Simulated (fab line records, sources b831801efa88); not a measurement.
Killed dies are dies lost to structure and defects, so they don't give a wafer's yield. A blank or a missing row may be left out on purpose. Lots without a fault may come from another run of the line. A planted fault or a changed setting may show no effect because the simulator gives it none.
A struck lot beside a sound one | flow sky130 | 14 steps out of a route of 708
Sound: wafers L746.1, L746.3, L746.6. Struck: wafers L743.4, L743.5, L743.6. The cause comes at the end.
At each step with rows: each side's tool, then ch and its chambers, then its first start. Under that, the readings that differ: sound wafers | struck wafers | difference of the means | sigmas: that difference in standard deviations of wafers without a fault.
alike: readings whose means differ by less than 2 such deviations, and words and numbers that are the same on both sides. not compared: withheld readings, readings that some wafer has no value for, bounds like >300 that may hide the same value, and numbers for which the record gives no deviation and whose values overlap.
The two part at a step that has a row with sigmas, a row that says differs or no value, or rows on one side only. Numbers that don't overlap but have no deviation are shown without sigmas and don't part them. A reading that every wafer of one side lacks parts them only if that side has two wafers or more.

first, 2 steps without rows for these wafers: SKY_METAL1_CLEAN_23 (cleans in O3/DIW); SKY_VIA1_HDPCVD_00 (deposits SiO2, target thk 1030 nm, time 171.7 s).
SKY_VIA1_THK_MEAS_01:
  sound on film_metro-03, day 38 06:22; struck on film_metro-02, day 37 20:48
  alike: VIA1_HDPCVD_THK
SKY_VIA1_CMP_02: polishes SiO2.
  sound on cmp-02 ch 0,2,3, day 38 06:26; struck on cmp-01 ch 1,2,3, day 37 20:56
  alike: edge_zone_pressure_frac, motor_current_A, slurry_flow_ml_min
SKY_VIA1_BOW_MEAS_03:
  sound on film_metro-01, day 38 06:44; struck on film_metro-01, day 37 21:11
  alike: VIA1_BOW
then, 7 steps without rows for these wafers: SKY_VIA1_DEHYDRATE_04 (time 60 s); SKY_VIA1_HMDS_05 (prime time 60 s); SKY_VIA1_COAT_06 (resist thk 60 nm); SKY_VIA1_COAT_07 (resist thk 450 nm); SKY_VIA1_SOFTBAKE_08 (time 90 s); SKY_VIA1_EXPOSE_09 (exposes mask VIM, target cd 150 nm); SKY_VIA1_PEB_10.
SKY_VIA1_DEVELOP_11: develop time 60 s.
  sound on litho_track-01 ch 0, day 39 08:00; struck on litho_track-01, day 38 22:00
  no value came back on the struck wafers for chill_plate_temp_C (C), develop_time_s (s); on the sound wafers chill_plate_temp_C (C) reads 23.12 23.11 22.98
  reading                                     | sound             | struck        | difference | sigmas
  model.KrF-thick_of_VIA1_COAT_07.thk_nm (nm) | 434.8 434.9 434.1 | 451 451.6 450 | +16        |
SKY_VIA1_CD_MEAS_12: target cd 150 nm.
  sound on cd_sem-02, day 39 08:09; struck on cd_sem-01, day 38 22:43
  reading    | sound             | struck | difference                    | sigmas
  cd_nm (nm) | 149.7 150.3 149.6 | - - -  | no value on the struck wafers |

WHERE THEY PART
First at SKY_VIA1_DEVELOP_11; last, within this record, at SKY_VIA1_CD_MEAS_12.

WHY: what the simulator had put in
Skipped step whole: litho_track-01, from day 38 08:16 on, at SKY_VIA1_DEVELOP_11. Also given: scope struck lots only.
